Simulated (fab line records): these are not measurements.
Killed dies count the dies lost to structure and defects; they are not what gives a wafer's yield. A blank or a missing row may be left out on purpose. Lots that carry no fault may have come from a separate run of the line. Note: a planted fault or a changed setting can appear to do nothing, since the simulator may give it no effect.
What tool caused it? | flow gf180mcu | 6 lots, 18 wafers sampled, at 3 steps of a route of 602

WHAT THE GAUGES SHOWED, per wafer
GF_TOP_METAL_CD_MEAS_14 targets a cd of 440 nm.
lot  | measured     | on       | cdNm (nm)
L966 | day 28 06:59 | cdSem-02 | 438.5 437.7 438.9
L971 | day 29 21:19 | cdSem-02 | 440.2 440.4 437.6
L977 | day 31 15:04 | cdSem-02 | 426.4 423.6 428.5
L982 | day 32 18:16 | cdSem-02 | 438.8 439.7 438.9
L985 | day 33 12:10 | cdSem-01 | 442.3 438.3 440.5
L987 | day 34 00:04 | cdSem-02 | 442.5 440.6 440.7

TOOL THAT RAN EACH LOT (tool first, then ch and the chambers of the sampled wafers, then the start)
lot  | GF_V5_CMP_04                  | GF_TOP_METAL_EXPOSE_11
L966 | cmp-01 ch 0,1,2, day 26 12:36 | ilineStepper-02 ch 0, day 27 21:07
L971 | cmp-02 ch 1,2, day 28 04:23   | ilineStepper-02 ch 0, day 29 11:59
L977 | cmp-01 ch 0,1,3, day 30 01:55 | ilineStepper-01 ch 0, day 31 06:31
L982 | cmp-02 ch 0,2,3, day 31 07:12 | ilineStepper-02 ch 0, day 32 10:53
L985 | cmp-02 ch 1,2,3, day 32 02:36 | ilineStepper-02 ch 0, day 33 05:17
L987 | cmp-02 ch 1,2,3, day 32 14:26 | ilineStepper-02 ch 0, day 33 16:39
- GF_V5_CMP_04: polishes SiO2.
- GF_TOP_METAL_EXPOSE_11: exposes mask MetalTop, target cd 440 nm.

THE ANSWER, worked out from the rows above alone
Rule: what is usual is taken from the lots themselves. The widest of any qualifying gaps counts: lots, ordered by their means at a reading, are off when they make up no more than a third of the lots, leave a main group of 4 or more, and stand apart from it by 3 or more times the standard deviation of that group's means. A main group is skipped when, at the precision printed for the reading in the tables above, its means are all equal. Also off: a lot with no number at a reading for which 4 or more lots have one. Where the step has rows for the other lots, those lots are counted as sound.
Off at GF_TOP_METAL_CD_MEAS_14 (cdNm): L977. Mean 439.7 nm and standard deviation 1 in the main group.
If a tool, at a process step before that reading, ran all the lots that are off and no sound lot after the first of them, it fits. Gauges at GF_TOP_METAL_CD_MEAS_14: tried the same way as those tools. This does not decide it: 2 tools fit, namely cmp-01 at GF_V5_CMP_04 and ilineStepper-01 at GF_TOP_METAL_EXPOSE_11.

WHAT WAS PUT IN BY THE SIMULATOR
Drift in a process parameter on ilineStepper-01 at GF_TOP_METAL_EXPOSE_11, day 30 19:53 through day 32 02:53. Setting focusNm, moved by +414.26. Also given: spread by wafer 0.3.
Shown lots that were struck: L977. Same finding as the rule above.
